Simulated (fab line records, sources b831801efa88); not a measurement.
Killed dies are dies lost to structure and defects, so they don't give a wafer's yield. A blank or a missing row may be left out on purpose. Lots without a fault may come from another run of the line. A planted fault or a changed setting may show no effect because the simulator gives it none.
Which tool did it? | flow sky130 | 6 lots, 18 wafers sampled, at 1 step of a route of 708

WHAT THE GAUGES READ, wafer by wafer
SKY_FIELD_ISO_THK_MEAS_02.
lot  | measured    | on            | FIELD_ISO_OXIDATION_00_THK (nm)
L811 | day 1 17:04 | film_metro-04 | 11.65 11.87 11.79
L818 | day 3 04:07 | film_metro-03 | 11.84 11.97 11.99
L822 | day 4 01:28 | film_metro-03 | 11.93 11.86 11.92
L824 | day 4 12:04 | film_metro-04 | 12.29 12.04 11.88
L828 | day 5 14:16 | film_metro-01 | 12.15 12.07 11.96
L832 | day 6 01:38 | film_metro-01 | 12.12 12.22 12.09

WHICH TOOL RAN EACH LOT (tool, then ch and the chambers of the sampled wafers, then the start)
The record holds no process step before these readings.

THE ANSWER, worked out from the rows above alone
Rule: what is usual is taken from the lots themselves. Put in order of their means at a reading, lots are off if they are a third of the lots or fewer, leave a main group of 4 or more, and stand apart from it by a gap of 3 or more times the standard deviation of the main group's means; of several such gaps the widest counts. A main group whose means are all the same, to the digits that the tables above print for the reading, isn't used. A lot without any number at a reading at which 4 lots or more have one is off too. The other lots that the step has rows for count as sound.
No lot is off at any reading shown: from this, nothing can be told.

WHAT THE SIMULATOR HAD PUT IN
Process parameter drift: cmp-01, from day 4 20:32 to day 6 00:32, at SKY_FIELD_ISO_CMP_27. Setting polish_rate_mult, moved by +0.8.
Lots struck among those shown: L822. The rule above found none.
